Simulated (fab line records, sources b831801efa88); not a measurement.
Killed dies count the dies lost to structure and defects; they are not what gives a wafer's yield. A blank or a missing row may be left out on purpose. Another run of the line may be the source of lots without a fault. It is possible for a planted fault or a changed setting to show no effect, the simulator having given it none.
Check of tool commonality -- flow sky130 -- 36 wafers sampled across 12 lots

== WHY THIS WAS OPENED ==
Of 12 lots, 2 have the reading SONOS_ONO_OXIDATION_THK flagged at SKY_SONOS_ONO_THK_MEAS_01. No-fault wafers: 2.61 nm, standard deviation 0.057.
Rule: a lot is flagged when every wafer of it that has a number lies more than 4 standard deviations from that mean, or none has a number. The rest of the lots are taken to be sound.

lot,measured,on,"SONOS_ONO_OXIDATION_THK (nm), wafer by wafer",flag
L778,day 11 15:35,film_metro-04,2.53 2.63 2.56,
L780,day 12 06:26,film_metro-04,2.54 2.57 2.53,
L779,day 12 06:28,film_metro-02,2.54 2.56 2.59,
L781,day 12 14:24,film_metro-01,2.63 2.67 2.54,
L782,day 12 20:02,film_metro-04,2.61 2.63 2.68,
L783,day 13 03:10,film_metro-04,2.56 2.52 2.52,
L785,day 13 20:38,film_metro-04,2.68 2.72 2.65,
L786,day 13 22:55,film_metro-04,2.60 2.59 2.63,
L787,day 14 07:02,film_metro-04,2.53 2.58 2.57,
L792,day 16 01:01,film_metro-04,1.93 1.93 1.90,FLAGGED
L793,day 16 10:49,film_metro-02,1.99 1.88 1.90,FLAGGED
L800,day 18 20:58,film_metro-02,2.53 2.54 2.66,
The mean of the flagged lots' numbers is 1.92 nm, -0.69 nm from the usual (-12 standard deviations).

== WHICH TOOL RAN EACH LOT ==
The record keeps 1 process step preceding the reading, out of 708 steps on the route. Cell contents, in order: the tool; ch with the chambers the sampled wafers went through; the start.
lot,flag,SKY_SONOS_ONO_OXIDATION_00
L778,,"furnace-02 ch 0, day 11 14:14"
L780,,"furnace-01 ch 0, day 12 05:06"
L779,,"furnace-01 ch 0, day 12 05:06"
L781,,"furnace-02 ch 0, day 12 13:03"
L782,,"furnace-01 ch 0, day 12 18:41"
L783,,"furnace-01 ch 0, day 13 01:49"
L785,,"furnace-01 ch 0, day 13 19:16"
L786,,"furnace-02 ch 0, day 13 21:34"
L787,,"furnace-02 ch 0, day 14 05:41"
L792,FLAGGED,"furnace-01 ch 0, day 15 23:40"
L793,FLAGGED,"furnace-01 ch 0, day 16 09:28"
L800,,"furnace-02 ch 0, day 18 19:36"
These steps, and what they do:
- SKY_SONOS_ONO_OXIDATION_00: stabilise 600 s, purge 300 s, target thk 2.6 nm.
- SKY_SONOS_ONO_THK_MEAS_01

== FLAGGED AGAINST TOTAL, ONE TOOL AT A TIME (gauges that did the reading follow at the end) ==
step,tool,lots run,flagged,share of the flagged lots,sound lots run after its first flagged lot
SKY_SONOS_ONO_OXIDATION_00,furnace-01,7,2,all,0
SKY_SONOS_ONO_OXIDATION_00,furnace-02,5,0,none,-
SKY_SONOS_ONO_THK_MEAS_01,film_metro-01,1,0,none,-
SKY_SONOS_ONO_THK_MEAS_01,film_metro-02,3,1,some,1 (L800)
SKY_SONOS_ONO_THK_MEAS_01,film_metro-04,8,1,some,0

== THE TABLE: WHAT IT ALLOWS ==
All flagged lots share 1 row of the table, namely furnace-01 at SKY_SONOS_ONO_OXIDATION_00.
- furnace-01 at SKY_SONOS_ONO_OXIDATION_00 ran 7 lots, 2 of them flagged. Its last sound lot is L785 (day 13 19:16), its first flagged lot L792 (day 15 23:40): a fault that began between those two fits. Its own readings (spike_tc_bottom_C, spike_tc_centre_C, spike_tc_lower_C, spike_tc_top_C, spike_tc_upper_C, tube_center_temp_C, tube_center_temp_C_max) fall more than 4 standard deviations out on all wafers of the flagged lots.
Left over: one tool, furnace-01 at SKY_SONOS_ONO_OXIDATION_00.

== WHAT WAS PUT IN BY THE SIMULATOR ==
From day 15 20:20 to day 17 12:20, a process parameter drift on furnace-01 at SKY_SONOS_ONO_OXIDATION_00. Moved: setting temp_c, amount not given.
Lots struck among those shown: L792, L793. This agrees with what the rule above found.
